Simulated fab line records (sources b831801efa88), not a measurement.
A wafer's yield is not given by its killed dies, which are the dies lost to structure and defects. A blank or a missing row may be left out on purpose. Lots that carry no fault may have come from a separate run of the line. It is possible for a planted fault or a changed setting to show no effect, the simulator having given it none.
Struck lot and sound lot, side by side	flow sky130	15 out of 708 route steps
Sound: wafers L964.3, L964.4, L964.5. Wafers struck: L971.2, L971.4, L971.6. The cause comes at the end.
At each step with rows: each side's tool, then ch and its chambers, then its first start. Under that, the readings that differ: sound wafers	struck wafers	difference of the means	sigmas: that difference in standard deviations of wafers without a fault.
alike: same words and numbers on both sides, and readings whose means sit less than 2 such deviations apart. not compared: any withheld reading, any reading some wafer has no value for, any bound like >300 that may hide the same value, and any number with overlapping values for which the record gives no deviation.
The two part at a step that has a row with sigmas, a row that says differs or no value, or rows on one side only. Non-overlapping numbers with no deviation appear without sigmas and do not part them. A reading missing from all wafers of one side parts the sides only when that side holds two or more wafers.

SKY_NWELL_RS_MEAS_29: the measuring method here is four-point-probe.
  sound: film metro-04 at day 7 03:34; struck: film metro-02 at day 9 01:56
  alike: NWELL_RS
SKY_NWELL_RS_MEAS_31: the measuring method here is four-point-probe.
  sound: film metro-04 at day 7 03:49; struck: film metro-02 at day 9 02:11
  alike: PWDE_RS
then, 7 steps without rows for these wafers: SKY_VT_ADJUST_HVTP_DEHYDRATE_00 (time 60 s); SKY_VT_ADJUST_HVTP_HMDS_01 (prime time 60 s); SKY_VT_ADJUST_HVTP_COAT_02 (resist thk 1140 nm); SKY_VT_ADJUST_HVTP_SOFTBAKE_03 (time 60 s); SKY_VT_ADJUST_HVTP_EXPOSE_04 (exposes mask HVTPM, target cd 380 nm); SKY_VT_ADJUST_HVTP_PEB_05; SKY_VT_ADJUST_HVTP_DEVELOP_06 (develop time 60 s).
SKY_VT_ADJUST_HVTP_CD_MEAS_07: the cd target is 380 nm.
  sound: cd sem-02 at day 7 22:43; struck: cd sem-01 at day 10 00:17
  alike: cd nm
SKY_VT_ADJUST_HVTP_OVL_MEAS_08:
  sound: overlay-02 at day 7 22:49; struck: overlay-02 at day 10 00:24
  alike: VT_ADJUST_HVTP_OVL
SKY_VT_ADJUST_HVTP_IMPLANT_09:
  sound on implanter-04 ch 0, day 7 22:53; struck on implanter-03 ch 0, day 10 00:27
reading	sound	struck	difference	sigmas
dose ions cm2	4.296e+12 4.295e+12 4.304e+12	2.877e+12 2.877e+12 2.876e+12	-1.422e+12	-99 or more
faraday current uA	23.5 24.4 24.7	15.9 16.2 16.7	-7.9	-18
SKY_VT_ADJUST_HVTP_STRIP_10: strips in O2/N2.
  sound on plasma asher-03 ch 0,1, day 7 23:01; struck on plasma asher-04 ch 0,1, day 10 00:35
  alike: drypump motor current A, oes product au, strip time to endpoint s
  not compared: rf hours counter h
SKY_VT_ADJUST_HVTP_TW_MEAS_11:
  sound: film metro-04 at day 7 23:06; struck: film metro-03 at day 10 00:55
reading	sound	struck	difference	sigmas
VT_ADJUST_HVTP_TW	1337 1339 1335	1183 1188 1181	-153	-19
  not compared: hold
-- the record jumps here: 40 days lie between the struck wafers' starts before and after (it left off in module VT_ADJUST_HVTP and takes up again in module PAD_OPEN, whose first step shown is number 708 of the route) --
SKY_PAD_OPEN_PROBE_99:
  sound: prober-01 at day 47 13:52; struck: prober-02 at day 49 19:08
reading	sound	struck	difference	sigmas
hold	- - -	await dispo/6.2h/scrap await dispo/6.2h/scrap await dispo/6.2h/scrap	no value on the sound wafers	
model.etest.tip p.rs ohm sq	7018 7040 7045	6016 6044 6042	-1000	
model.etest.pfet_01v8.r on ohm um	2987 2980 3048	2566 2522 2582	-448	
model.etest.pfet_01v8.drive ua um	185.8 185.7 181.5	237.9 238.4 236.6	+53.3	
model.etest.pfet_01v8_mvt.drive ua um	146.2 144.8 142.3	195.4 197.5 195.7	+51.8	
model.etest.pfet_01v8_hvt.drive ua um	139.9 138.1 136.3	172.4 174.7 171.9	+34.9	
model.etest.sram pfet latch.drive ua um	138.2 133.7 134.2	170 167.7 169	+34	
model.etest.pfet_01v8_mvt.off log10 a um	-11.4 -11.47 -11.57	-6.628 -6.792 -6.789	+4.744	
model.etest.pfet_01v8.off log10 a um	-10.36 -10.37 -10.72	-7.394 -7.481 -7.543	+3.011	
  alike: killed_at_M0_to_M3, killed_at_M4_up, killed at contacts, killed at front end, killed at other, killed dies, killed open, killed short

WHERE THEY PART
Last at SKY_PAD_OPEN_PROBE_99 as far as this record goes, first at SKY_VT_ADJUST_HVTP_IMPLANT_09.

WHY: what the simulator had put in
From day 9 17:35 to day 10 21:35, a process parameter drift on implanter-03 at SKY_VT_ADJUST_HVTP_IMPLANT_09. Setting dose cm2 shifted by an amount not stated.
